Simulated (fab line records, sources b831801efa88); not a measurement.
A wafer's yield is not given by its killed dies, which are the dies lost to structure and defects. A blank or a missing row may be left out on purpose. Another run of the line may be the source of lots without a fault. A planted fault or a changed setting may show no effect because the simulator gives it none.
fab line records	flow gf180mcu	part 2 of 2: steps 30 to 41 of 41
[record] lots = 5	wafers = 15	last_day = 34
route steps=602 shown PSD@261 NSD@262 SAB@264 SALICIDE@278 CONTACT@287
lots that met no fault: from a run of the same line without faults
start_h: hours from the record's opening day to when the first of the lot's shown wafers began	wait_h: hours elapsed since this lot's preceding step	" identical to the entry in the row above	L1.1+2: several wafers, shown together as one row	- no value, or no start given	* or withheld: withheld	< > ~ a bound
route shown NAME@n: names a module that has steps shown in the file, with the first one's number in the route	usual: mean and standard deviation over wafers with no fault	same: alike in all rows	chamber/n: place in a boat	sites: per-site readings	_std_site: the values' standard deviation	_edge_site: the outer-site mean with the inner-site mean subtracted	radius_mm: how far each site lies from the wafer's centre	mask NAME#n: copy n	behind: the tool/chamber that last shaped the wafer	hold: why the lot was held/for how many hours/how that ended	device: the n, p or np transistor that did not switch	end of line: the tests these same wafers got at the end of their route	step lacking rows: just its recipe	killed: not the wafer's yield, but the dies lost to structure and defects at the first sort	map: per-die view of a wafer (x killed, . not killed, _ where there is no die)
set.NAME: the setting as run; set.NAME@STEP: as run at that earlier step	model.NAME: the simulator's own value behind a step, which no gauge read
a table for each step, a row for each wafer; lots at some steps of the route
services: the hour from which a tool's chamber was out of use, counted from the record's first day as start_h (under 0 if before that day), plus the number of hours and why
[[steps]]
[step GF_CONTACT_THK_MEAS_03]
[recipe] reads = SiO2_of_CONTACT_CVD_02
[usual] CONTACT_CVD_02_THK = 864/13
lot.wafer	tool	chamber	start_h	wait_h	CONTACT_CVD_02_THK[nm]
L077.3	film_metro-03	-	361.21	0.1	850
L077.4	"	-	"	"	858
L077.5	"	-	"	"	846
L082.1	film_metro-03	-	407.41	0.0	866
L082.3	"	-	"	"	854
L082.4	"	-	"	"	857
L089.1	film_metro-02	-	473.76	0.0	856
L089.5	"	-	"	"	879
L089.6	"	-	"	"	874
L092.1	film_metro-03	-	494.63	0.0	876
L092.2	"	-	"	"	849
L092.3	"	-	"	"	877
L095.4	film_metro-01	-	517.69	0.0	877
L095.5	"	-	"	"	876
L095.6	"	-	"	"	874
[step GF_CONTACT_CMP_04]
[recipe] material = SiO2	down_force_psi = 4	platen_rpm = 60	pad_velocity_m_s = 0.94248
[usual] edge_zone_pressure_frac = 1.000/0.0052	motor_current_A = 11.8/1.2	platen_rpm = 60.00/0.045	time_to_endpoint_s = 111/5.8
lot.wafer	tool	chamber	start_h	wait_h	edge_zone_pressure_frac	motor_current_A	platen_rpm	time_to_endpoint_s
L077.4	cmp-02	2	361.25	0.0	0.998	12.7	60.01	102
L077.3	"	1	"	"	1.002	11.2	60.06	104
L077.5	"	3	"	"	0.996	11.2	60.07	107
L082.4	cmp-01	3	407.52	0.1	0.999	11.4	60.02	113
L082.3	"	0	"	"	0.998	10.3	60.07	112
L082.1	"	1	"	"	0.996	13.1	59.92	115
L089.1	cmp-02	1	473.87	0.1	1.005	11.4	60.04	106
L089.6	"	0	"	"	1.010	14.2	59.97	114
L089.5	"	1	"	"	0.996	11.2	59.94	116
L092.1	cmp-01	1	494.69	0.1	0.998	12.9	59.94	117
L092.2	"	2	"	"	0.998	11.6	59.99	107
L092.3	"	0	"	"	0.998	10.0	60.04	125
L095.4	cmp-01	0	517.72	0.0	1.000	10.5	60.04	120
L095.5	"	0	"	"	0.993	10.1	60.01	119
L095.6	"	1	"	"	0.999	12.6	60.01	109
[step GF_CONTACT_BOW_MEAS_05]
[recipe] mode = bow
[usual] CONTACT_BOW = 66/6.8
lot.wafer	tool	chamber	start_h	wait_h	CONTACT_BOW[um]
L077.3	film_metro-03	-	361.59	0.1	64
L077.4	"	-	"	"	68
L077.5	"	-	"	"	67
L082.1	film_metro-02	-	407.77	0.1	66
L082.3	"	-	"	"	72
L082.4	"	-	"	"	62
L089.1	film_metro-03	-	474.12	0.2	69
L089.5	"	-	"	"	63
L089.6	"	-	"	"	71
L092.1	film_metro-01	-	494.99	0.2	66
L092.2	"	-	"	"	74
L092.3	"	-	"	"	72
L095.4	film_metro-03	-	518.08	0.3	62
L095.5	"	-	"	"	51
L095.6	"	-	"	"	71
[step GF_CONTACT_DEHYDRATE_06]
[recipe] temp_c = 200	time_s = 60
lot.wafer	tool	chamber	start_h	wait_h
L077.3+4+5	litho_track-04	0	371.63	10.0
L082.1+3+4	litho_track-02	0	418.84	11.1
L089.1+5+6	litho_track-02	0	485.34	11.2
L092.1+2+3	litho_track-03	0	506.38	11.4
L095.4+5+6	litho_track-02	0	529.57	11.5
[step GF_CONTACT_HMDS_07]
[recipe] prime_time_s = 60	prime_temp_c = 120
lot.wafer	tool	chamber	start_h	wait_h
L077.3+4+5	litho_track-04	0	371.78	0.1
L082.1+3+4	litho_track-02	0	418.99	0.1
L089.1+5+6	litho_track-02	0	485.49	0.1
L092.1+2+3	litho_track-03	0	506.53	0.1
L095.4+5+6	litho_track-02	0	529.72	0.1
[step GF_CONTACT_COAT_08]
[recipe] resist = BARC	temp_c = withheld	time_s = withheld	spin_rpm = withheld	resist_thk_nm = withheld
[usual] dispense_pressure_kPa = 52.8/2.4
lot.wafer	tool	chamber	start_h	wait_h	dispense_pressure_kPa
L077.3	litho_track-04	0	371.93	0.1	57.4
L077.4	"	0	"	"	57.4
L077.5	"	0	"	"	57.4
L082.1	litho_track-02	0	419.14	0.1	51.1
L082.3	"	0	"	"	51.1
L082.4	"	0	"	"	51.1
L089.1	litho_track-02	0	485.64	0.1	51.1
L089.5	"	0	"	"	51.2
L089.6	"	0	"	"	51.1
L092.1	litho_track-03	0	506.68	0.1	52.3
L092.2	"	0	"	"	52.2
L092.3	"	0	"	"	52.2
L095.4	litho_track-02	0	529.87	0.1	51.2
L095.5	"	0	"	"	51.2
L095.6	"	0	"	"	51.2
[step GF_CONTACT_COAT_09]
[recipe] resist = KrF	spin_rpm = withheld	resist_thk_nm = 1000
[usual] dispense_pressure_kPa = 52.8/2.4
lot.wafer	tool	chamber	start_h	wait_h	dispense_pressure_kPa
L077.3	litho_track-04	0	-	-	57.4
L077.4	"	0	"	"	57.4
L077.5	"	0	"	"	57.4
L082.1	litho_track-02	0	-	-	51.1
L082.3	"	0	"	"	51.2
L082.4	"	0	"	"	51.1
L089.1	litho_track-02	0	-	-	51.2
L089.5	"	0	"	"	51.2
L089.6	"	0	"	"	51.2
L092.1	litho_track-03	0	-	-	52.2
L092.2	"	0	"	"	52.1
L092.3	"	0	"	"	52.1
L095.4	litho_track-02	0	-	-	51.1
L095.5	"	0	"	"	51.1
L095.6	"	0	"	"	51.1
[step GF_CONTACT_SOFTBAKE_10]
[recipe] temp_c = 130	time_s = 60	resist = KrF
lot.wafer	tool	chamber	start_h	wait_h
L077.3+4+5	litho_track-04	0	-	-
L082.1+3+4	litho_track-02	0	-	-
L089.1+5+6	litho_track-02	0	-	-
L092.1+2+3	litho_track-03	0	-	-
L095.4+5+6	litho_track-02	0	-	-
[step GF_CONTACT_EXPOSE_11]
[recipe] mask_id = Contact	target_cd_nm = 220	na = 0.68	source_shape = conventional	sigma_outer = 0.6	dose_mj = 38
lot.wafer	tool	chamber	start_h	wait_h	mask
L077.3+4+5	krf_scanner-02	0	-	-	Contact#0
L082.1+3+4	krf_scanner-02	0	-	-	Contact#0
L089.1+5+6	krf_scanner-02	0	-	-	Contact#0
L092.1+2+3	krf_scanner-01	0	-	-	Contact#0
L095.4+5+6	krf_scanner-01	0	-	-	Contact#0
[step GF_CONTACT_PEB_12]
[recipe] peb_temp_c = 135	peb_time_s = 90	resist = KrF
lot.wafer	tool	chamber	start_h	wait_h
L077.3+4+5	litho_track-03	0	-	-
L082.1+3+4	litho_track-02	0	-	-
L089.1+5+6	litho_track-04	0	-	-
L092.1+2+3	litho_track-02	0	-	-
L095.4+5+6	litho_track-03	0	-	-
[step GF_CONTACT_DEVELOP_13]
[recipe] develop_time_s = 60	resist = KrF	dev_temp_c = 21
[usual] developer_temp_C = 20.96/0.098
lot.wafer	tool	chamber	start_h	wait_h	developer_temp_C
L077.3	litho_track-03	0	382.94	0.1	20.80
L077.4	"	0	"	"	20.87
L077.5	"	0	"	"	20.92
L082.1	litho_track-02	0	431.39	0.2	21.11
L082.3	"	0	"	"	20.89
L082.4	"	0	"	"	21.13
L089.1	litho_track-04	0	497.33	0.2	21.03
L089.5	"	0	"	"	20.96
L089.6	"	0	"	"	21.12
L092.1	litho_track-02	0	518.49	0.2	21.17
L092.2	"	0	"	"	21.05
L092.3	"	0	"	"	21.17
L095.4	litho_track-03	0	542.16	0.1	21.00
L095.5	"	0	"	"	21.06
L095.6	"	0	"	"	21.00
[step GF_CONTACT_CD_MEAS_14]
[recipe] target_cd_nm = 220
[usual] cd_nm = 219.1/1.5
lot.wafer	tool	chamber	start_h	wait_h	cd_nm
L077.3	cd_sem-02	-	383.08	0.1	218.5
L077.4	"	-	"	"	219.8
L077.5	"	-	"	"	219.9
L082.1	cd_sem-01	-	431.54	0.1	219.4
L082.3	"	-	"	"	219.8
L082.4	"	-	"	"	220.7
L089.1	cd_sem-02	-	497.48	0.1	218.0
L089.5	"	-	"	"	217.7
L089.6	"	-	"	"	220.9
L092.1	cd_sem-01	-	518.64	0.1	217.9
L092.2	"	-	"	"	218.1
L092.3	"	-	"	"	217.4
L095.4	cd_sem-02	-	542.29	0.1	223.2
L095.5	"	-	"	"	222.5
L095.6	"	-	"	"	221.9
[[services]]
tool	chamber	start_h	hours	kind
krf_scanner-02	-	315.95	0.8	pm
iline_stepper-01	-	330.32	2.1	pm
cmp-01	-	342.82	0.8	repair
krf_scanner-02	-	343.75	1.0	pm
krf_scanner-02	-	348.97	1.3	pm
pecvd-04	-	353.86	5.8	repair
pecvd-01	1	359.25	9.3	repair
cmp-01	-	360.07	12.1	pm
hdpcvd-02	-	373.84	0.7	repair
iline_stepper-01	-	376.87	1.3	repair
cmp-01	-	379.62	2.8	pm
pvd_sputter-04	-	381.56	6.6	repair
cmp-01	-	383.28	0.8	repair
iline_stepper-01	-	394.43	2.8	repair
pvd_sputter-04	-	398.23	2.0	repair
pvd_sputter-02	-	400.02	2.0	repair
pecvd-01	2	410.58	5.7	repair
rie_diel-02	3	416.42	19.9	repair
pvd_sputter-04	-	430.73	1.4	repair
wet_bench-01	-	443.77	1.7	repair
rie_diel-02	3	449.37	12.5	repair
hdpcvd-02	-	456.34	2.8	pm
krf_scanner-02	-	463.51	4.4	pm
pecvd-04	-	533.10	1.5	repair
